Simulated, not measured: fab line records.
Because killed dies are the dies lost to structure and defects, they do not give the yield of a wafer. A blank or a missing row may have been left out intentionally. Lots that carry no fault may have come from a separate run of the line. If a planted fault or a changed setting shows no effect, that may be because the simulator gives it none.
Which tool is to blame? || flow gf180mcu || 11 lots, 33 wafers sampled, at 6 steps of a route of 602

## WHAT THE GAUGES READ, wafer by wafer
GF_NSD_CD_MEAS_07: the cd target is 400 nm.
{"lot": "L768", "measured": "day 13 09:35", "on": "cdSem-02", "cdNm (nm)": "403.1 403.2 405.0"}
{"lot": "L769", "measured": "day 13 12:19", "on": "cdSem-02", "cdNm (nm)": "398.5 401.2 399.1"}
{"lot": "L771", "measured": "day 14 16:19", "on": "cdSem-01", "cdNm (nm)": "398.6 400.9 401.2"}
{"lot": "L772", "measured": "day 14 22:30", "on": "cdSem-02", "cdNm (nm)": "398.0 396.8 397.5"}
{"lot": "L775", "measured": "day 15 20:28", "on": "cdSem-02", "cdNm (nm)": "400.6 402.8 399.3"}
{"lot": "L776", "measured": "day 16 03:10", "on": "cdSem-01", "cdNm (nm)": "399.2 397.4 398.7"}
{"lot": "L777", "measured": "day 16 07:54", "on": "cdSem-01", "cdNm (nm)": "401.1 399.0 398.9"}
{"lot": "L780", "measured": "day 17 12:00", "on": "cdSem-02", "cdNm (nm)": "393.1 396.4 395.8"}
{"lot": "L781", "measured": "day 17 20:11", "on": "cdSem-01", "cdNm (nm)": "401.6 400.2 401.3"}
{"lot": "L786", "measured": "day 19 16:25", "on": "cdSem-01", "cdNm (nm)": "392.6 394.3 393.9"}
{"lot": "L788", "measured": "day 20 02:39", "on": "cdSem-02", "cdNm (nm)": "390.2 392.4 392.5"}

GF_CONTACT_THK_MEAS_01.
{"lot": "L768", "measured": "day 15 05:58", "on": "filmMetro-01", "CONTACT_CVD_00_THK (nm)": "308 308 298"}
{"lot": "L769", "measured": "day 15 08:16", "on": "filmMetro-01", "CONTACT_CVD_00_THK (nm)": "298 297 304"}
{"lot": "L771", "measured": "day 16 14:22", "on": "filmMetro-01", "CONTACT_CVD_00_THK (nm)": "303 303 310"}
{"lot": "L772", "measured": "day 16 19:50", "on": "filmMetro-01", "CONTACT_CVD_00_THK (nm)": "306 303 304"}
{"lot": "L775", "measured": "day 17 19:22", "on": "filmMetro-04", "CONTACT_CVD_00_THK (nm)": "302 301 299"}
{"lot": "L776", "measured": "day 18 02:28", "on": "filmMetro-03", "CONTACT_CVD_00_THK (nm)": "301 301 302"}
{"lot": "L777", "measured": "day 18 07:37", "on": "filmMetro-04", "CONTACT_CVD_00_THK (nm)": "302 299 301"}
{"lot": "L780", "measured": "day 19 14:42", "on": "filmMetro-01", "CONTACT_CVD_00_THK (nm)": "298 301 298"}
{"lot": "L781", "measured": "day 19 22:39", "on": "filmMetro-03", "CONTACT_CVD_00_THK (nm)": "296 297 301"}
{"lot": "L786", "measured": "day 21 19:40", "on": "filmMetro-03", "CONTACT_CVD_00_THK (nm)": "302 302 300"}
{"lot": "L788", "measured": "day 22 05:28", "on": "filmMetro-03", "CONTACT_CVD_00_THK (nm)": "297 306 304"}

## WHAT TOOL EACH LOT RAN ON (gives the tool, then ch and the chambers of the sampled wafers, and finally the start)
{"lot": "L768", "GF_VT_IMPLANT_RTA_45": "rtpAnneal-01 ch 0, day 7 16:20", "GF_HV_LDD_STRIP_22": "plasmaAsher-01 ch 0, day 10 20:49", "GF_NSD_COAT_02": "lithoTrack-04 ch 0, day 12 23:17", "GF_NSD_STRIP_11": "plasmaAsher-02 ch 0, day 13 10:01"}
{"lot": "L769", "GF_VT_IMPLANT_RTA_45": "rtpAnneal-02 ch 0, day 7 19:48", "GF_HV_LDD_STRIP_22": "plasmaAsher-02 ch 0,1, day 10 23:30", "GF_NSD_COAT_02": "lithoTrack-04 ch 0, day 13 02:23", "GF_NSD_STRIP_11": "plasmaAsher-01 ch 0,1, day 13 12:44"}
{"lot": "L771", "GF_VT_IMPLANT_RTA_45": "rtpAnneal-02 ch 0, day 8 17:12", "GF_HV_LDD_STRIP_22": "plasmaAsher-01 ch 0,1, day 12 00:26", "GF_NSD_COAT_02": "lithoTrack-04 ch 0, day 14 06:02", "GF_NSD_STRIP_11": "plasmaAsher-03 ch 0,1, day 14 16:45"}
{"lot": "L772", "GF_VT_IMPLANT_RTA_45": "rtpAnneal-02 ch 0, day 8 20:30", "GF_HV_LDD_STRIP_22": "plasmaAsher-02 ch 0,1, day 12 06:19", "GF_NSD_COAT_02": "lithoTrack-02 ch 0, day 14 12:06", "GF_NSD_STRIP_11": "plasmaAsher-01 ch 0,1, day 14 22:58"}
{"lot": "L775", "GF_VT_IMPLANT_RTA_45": "rtpAnneal-02 ch 0, day 9 15:03", "GF_HV_LDD_STRIP_22": "plasmaAsher-04 ch 0,1, day 13 00:22", "GF_NSD_COAT_02": "lithoTrack-04 ch 0, day 15 10:07", "GF_NSD_STRIP_11": "plasmaAsher-01 ch 0,1, day 15 20:55"}
{"lot": "L776", "GF_VT_IMPLANT_RTA_45": "rtpAnneal-01 ch 0, day 9 21:09", "GF_HV_LDD_STRIP_22": "plasmaAsher-01 ch 0,1, day 13 09:06", "GF_NSD_COAT_02": "lithoTrack-03 ch 0, day 15 15:51", "GF_NSD_STRIP_11": "plasmaAsher-01 ch 0,1, day 16 03:37"}
{"lot": "L777", "GF_VT_IMPLANT_RTA_45": "rtpAnneal-01 ch 0, day 10 00:15", "GF_HV_LDD_STRIP_22": "plasmaAsher-02 ch 1, day 13 12:52", "GF_NSD_COAT_02": "lithoTrack-04 ch 0, day 15 20:46", "GF_NSD_STRIP_11": "plasmaAsher-02 ch 0, day 16 08:22"}
{"lot": "L780", "GF_VT_IMPLANT_RTA_45": "rtpAnneal-01 ch 0, day 10 18:48", "GF_HV_LDD_STRIP_22": "plasmaAsher-01 ch 0,1, day 14 13:46", "GF_NSD_COAT_02": "lithoTrack-03 ch 0, day 17 00:33", "GF_NSD_STRIP_11": "plasmaAsher-02 ch 0,1, day 17 12:27"}
{"lot": "L781", "GF_VT_IMPLANT_RTA_45": "rtpAnneal-01 ch 0, day 11 06:20", "GF_HV_LDD_STRIP_22": "plasmaAsher-01 ch 0,1, day 14 20:56", "GF_NSD_COAT_02": "lithoTrack-02 ch 0, day 17 08:33", "GF_NSD_STRIP_11": "plasmaAsher-02 ch 0,1, day 17 20:40"}
{"lot": "L786", "GF_VT_IMPLANT_RTA_45": "rtpAnneal-02 ch 0, day 12 15:13", "GF_HV_LDD_STRIP_22": "plasmaAsher-02 ch 0,1, day 16 14:15", "GF_NSD_COAT_02": "lithoTrack-04 ch 0, day 19 03:47", "GF_NSD_STRIP_11": "plasmaAsher-03 ch 0,1, day 19 16:52"}
{"lot": "L788", "GF_VT_IMPLANT_RTA_45": "rtpAnneal-01 ch 0, day 13 02:26", "GF_HV_LDD_STRIP_22": "plasmaAsher-04 ch 0,1, day 16 23:16", "GF_NSD_COAT_02": "lithoTrack-04 ch 0, day 19 14:09", "GF_NSD_STRIP_11": "plasmaAsher-03 ch 0,1, day 20 03:07"}
- GF_VT_IMPLANT_RTA_45: time 30 s.
- GF_HV_LDD_STRIP_22: strips in O2/N2.
- GF_NSD_COAT_02: resist thk 1000 nm.
- GF_NSD_STRIP_11: strips in O2/N2.

## WHAT THE TOOLS THEMSELVES READ (means of the sampled wafers that have a number; where no wafer has one, the mark that the record gives instead)
GF_VT_IMPLANT_RTA_45.
{"lot": "L768", "tool": "rtpAnneal-01", "lampPowerPct (%)": 33.4, "wafer_temp_C_max": 1055.4}
{"lot": "L769", "tool": "rtpAnneal-02", "lampPowerPct (%)": 39.1, "wafer_temp_C_max": 1060.2}
{"lot": "L771", "tool": "rtpAnneal-02", "lampPowerPct (%)": 39.1, "wafer_temp_C_max": 1057.1}
{"lot": "L772", "tool": "rtpAnneal-02", "lampPowerPct (%)": 39.1, "wafer_temp_C_max": 1058.1}
{"lot": "L775", "tool": "rtpAnneal-02", "lampPowerPct (%)": 39.1, "wafer_temp_C_max": 1059.4}
{"lot": "L776", "tool": "rtpAnneal-01", "lampPowerPct (%)": 33.4, "wafer_temp_C_max": 1055.6}
{"lot": "L777", "tool": "rtpAnneal-01", "lampPowerPct (%)": 33.3, "wafer_temp_C_max": 1056.3}
{"lot": "L780", "tool": "rtpAnneal-01", "lampPowerPct (%)": 33.4, "wafer_temp_C_max": 1055.7}
{"lot": "L781", "tool": "rtpAnneal-01", "lampPowerPct (%)": 33.3, "wafer_temp_C_max": 1055.9}
{"lot": "L786", "tool": "rtpAnneal-02", "lampPowerPct (%)": 39.1, "wafer_temp_C_max": 1057.3}
{"lot": "L788", "tool": "rtpAnneal-01", "lampPowerPct (%)": 33.3, "wafer_temp_C_max": 1055.4}

GF_HV_LDD_STRIP_22.
{"lot": "L768", "tool": "plasmaAsher-01", "chamberPressureMTorr (mTorr)": 1500.0, "drypumpMotorCurrentA (A)": 5.6, "heaterPowerW (W)": 416, "oesProductAu (a.u.)": 0.714, "stripTimeToEndpointS (s)": 12.65}
{"lot": "L769", "tool": "plasmaAsher-02", "chamberPressureMTorr (mTorr)": 1499.8, "drypumpMotorCurrentA (A)": 6.1, "heaterPowerW (W)": 294, "oesProductAu (a.u.)": 0.719, "stripTimeToEndpointS (s)": 12.67}
{"lot": "L771", "tool": "plasmaAsher-01", "chamberPressureMTorr (mTorr)": 1500.9, "drypumpMotorCurrentA (A)": 5.3, "heaterPowerW (W)": 371, "oesProductAu (a.u.)": 0.717, "stripTimeToEndpointS (s)": 12.66}
{"lot": "L772", "tool": "plasmaAsher-02", "chamberPressureMTorr (mTorr)": 1500.2, "drypumpMotorCurrentA (A)": 6.2, "heaterPowerW (W)": 298, "oesProductAu (a.u.)": 0.715, "stripTimeToEndpointS (s)": 12.65}
{"lot": "L775", "tool": "plasmaAsher-04", "chamberPressureMTorr (mTorr)": 1500.3, "drypumpMotorCurrentA (A)": 6.0, "heaterPowerW (W)": 302, "oesProductAu (a.u.)": 0.713, "stripTimeToEndpointS (s)": 12.61}
{"lot": "L776", "tool": "plasmaAsher-01", "chamberPressureMTorr (mTorr)": 1499.2, "drypumpMotorCurrentA (A)": 5.3, "heaterPowerW (W)": 364, "oesProductAu (a.u.)": 0.715, "stripTimeToEndpointS (s)": 12.54}
{"lot": "L777", "tool": "plasmaAsher-02", "chamberPressureMTorr (mTorr)": 1499.9, "drypumpMotorCurrentA (A)": 5.6, "heaterPowerW (W)": 303, "oesProductAu (a.u.)": 0.716, "stripTimeToEndpointS (s)": 12.60}
{"lot": "L780", "tool": "plasmaAsher-01", "chamberPressureMTorr (mTorr)": 1500.0, "drypumpMotorCurrentA (A)": 5.0, "heaterPowerW (W)": 323, "oesProductAu (a.u.)": 0.720, "stripTimeToEndpointS (s)": 12.60}
{"lot": "L781", "tool": "plasmaAsher-01", "chamberPressureMTorr (mTorr)": 1499.2, "drypumpMotorCurrentA (A)": 5.4, "heaterPowerW (W)": 371, "oesProductAu (a.u.)": 0.714, "stripTimeToEndpointS (s)": 12.63}
{"lot": "L786", "tool": "plasmaAsher-02", "chamberPressureMTorr (mTorr)": 1500.0, "drypumpMotorCurrentA (A)": 5.9, "heaterPowerW (W)": 300, "oesProductAu (a.u.)": 0.718, "stripTimeToEndpointS (s)": 12.65}
{"lot": "L788", "tool": "plasmaAsher-04", "chamberPressureMTorr (mTorr)": 1499.2, "drypumpMotorCurrentA (A)": 6.3, "heaterPowerW (W)": 321, "oesProductAu (a.u.)": 0.713, "stripTimeToEndpointS (s)": 12.65}

GF_NSD_COAT_02.
{"lot": "L768", "tool": "lithoTrack-04", "spinSpeedRpm (rpm)": 2998.7}
{"lot": "L769", "tool": "lithoTrack-04", "spinSpeedRpm (rpm)": 3001.5}
{"lot": "L771", "tool": "lithoTrack-04", "spinSpeedRpm (rpm)": 2998.9}
{"lot": "L772", "tool": "lithoTrack-02", "spinSpeedRpm (rpm)": 3000.5}
{"lot": "L775", "tool": "lithoTrack-04", "spinSpeedRpm (rpm)": 2999.1}
{"lot": "L776", "tool": "lithoTrack-03", "spinSpeedRpm (rpm)": 2999.0}
{"lot": "L777", "tool": "lithoTrack-04", "spinSpeedRpm (rpm)": 3000.1}
{"lot": "L780", "tool": "lithoTrack-03", "spinSpeedRpm (rpm)": 3000.6}
{"lot": "L781", "tool": "lithoTrack-02", "spinSpeedRpm (rpm)": 3000.6}
{"lot": "L786", "tool": "lithoTrack-04", "spinSpeedRpm (rpm)": 2572.3}
{"lot": "L788", "tool": "lithoTrack-04", "spinSpeedRpm (rpm)": 2573.8}

GF_NSD_STRIP_11.
{"lot": "L768", "tool": "plasmaAsher-02", "chamberPressureMTorr (mTorr)": 1499.9, "drypumpMotorCurrentA (A)": 6.4, "heaterPowerW (W)": 285, "oesProductAu (a.u.)": 0.485, "stripTimeToEndpointS (s)": 22.96}
{"lot": "L769", "tool": "plasmaAsher-01", "chamberPressureMTorr (mTorr)": 1499.7, "drypumpMotorCurrentA (A)": 5.3, "heaterPowerW (W)": 365, "oesProductAu (a.u.)": 0.490, "stripTimeToEndpointS (s)": 22.99}
{"lot": "L771", "tool": "plasmaAsher-03", "chamberPressureMTorr (mTorr)": 1499.8, "drypumpMotorCurrentA (A)": 5.9, "heaterPowerW (W)": 336, "oesProductAu (a.u.)": 0.489, "stripTimeToEndpointS (s)": 22.91}
{"lot": "L772", "tool": "plasmaAsher-01", "chamberPressureMTorr (mTorr)": 1499.5, "drypumpMotorCurrentA (A)": 5.0, "heaterPowerW (W)": 321, "oesProductAu (a.u.)": 0.481, "stripTimeToEndpointS (s)": 22.98}
{"lot": "L775", "tool": "plasmaAsher-01", "chamberPressureMTorr (mTorr)": 1502.3, "drypumpMotorCurrentA (A)": 5.4, "heaterPowerW (W)": 370, "oesProductAu (a.u.)": 0.489, "stripTimeToEndpointS (s)": 22.91}
{"lot": "L776", "tool": "plasmaAsher-01", "chamberPressureMTorr (mTorr)": 1499.8, "drypumpMotorCurrentA (A)": 5.4, "heaterPowerW (W)": 368, "oesProductAu (a.u.)": 0.487, "stripTimeToEndpointS (s)": 22.97}
{"lot": "L777", "tool": "plasmaAsher-02", "chamberPressureMTorr (mTorr)": 1499.5, "drypumpMotorCurrentA (A)": 6.4, "heaterPowerW (W)": 283, "oesProductAu (a.u.)": 0.487, "stripTimeToEndpointS (s)": 22.93}
{"lot": "L780", "tool": "plasmaAsher-02", "chamberPressureMTorr (mTorr)": 1499.9, "drypumpMotorCurrentA (A)": 5.9, "heaterPowerW (W)": 298, "oesProductAu (a.u.)": 0.483, "stripTimeToEndpointS (s)": 22.96}
{"lot": "L781", "tool": "plasmaAsher-02", "chamberPressureMTorr (mTorr)": 1501.0, "drypumpMotorCurrentA (A)": 5.9, "heaterPowerW (W)": 299, "oesProductAu (a.u.)": 0.484, "stripTimeToEndpointS (s)": 22.98}
{"lot": "L786", "tool": "plasmaAsher-03", "chamberPressureMTorr (mTorr)": 1499.2, "drypumpMotorCurrentA (A)": 5.7, "heaterPowerW (W)": 347, "oesProductAu (a.u.)": 0.496, "stripTimeToEndpointS (s)": 23.91}
{"lot": "L788", "tool": "plasmaAsher-03", "chamberPressureMTorr (mTorr)": 1499.6, "drypumpMotorCurrentA (A)": 5.7, "heaterPowerW (W)": 346, "oesProductAu (a.u.)": 0.498, "stripTimeToEndpointS (s)": 23.92}

## THE ANSWER, worked out from the rows above alone
Rule: what is usual is taken from the lots themselves. The widest of any qualifying gaps counts: lots, ordered by their means at a reading, are off when they make up no more than a third of the lots, leave a main group of 4 or more, and stand apart from it by 3 or more times the standard deviation of that group's means. If all means in a main group match to the digits the tables above print for the reading, that group is not used. A lot without any number at a reading at which 4 lots or more have one is off too. Where the step has rows for the other lots, those lots are counted as sound. The gauges are gone through in route order, then the tools' own readings, and for those a lot's mean is taken as printed above. At the first step where some lot is off, the reading lying furthest off is the one used; lots without a number count as furthest.
Off at GF_NSD_COAT_02 (spinSpeedRpm): L786, L788. Mean 2999.9 rpm and standard deviation 0.93 in the main group.
A tool fits if, at that step or a process step before it, it ran every lot that is off, and no sound lot after the first of them. One fits: lithoTrack-04 at GF_NSD_COAT_02. Its last sound lot is L777 (day 15 20:46), its first lot that is off L786 (day 19 03:47): a fault that began between those two fits.
On the lots that are off, the tool's own readings at GF_NSD_COAT_02 differ by more than 5 times the standard deviation of the sound lots' means, which bears it out; spinSpeedRpm reads 2573.1 rpm there versus 2999.9 rpm on the sound lots.

## WHAT THE SIMULATOR HAD INSERTED
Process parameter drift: lithoTrack-04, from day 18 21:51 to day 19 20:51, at GF_NSD_COAT_02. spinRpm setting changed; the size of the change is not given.
Lots struck among those shown: L786, L788. The rule above reached the same finding.
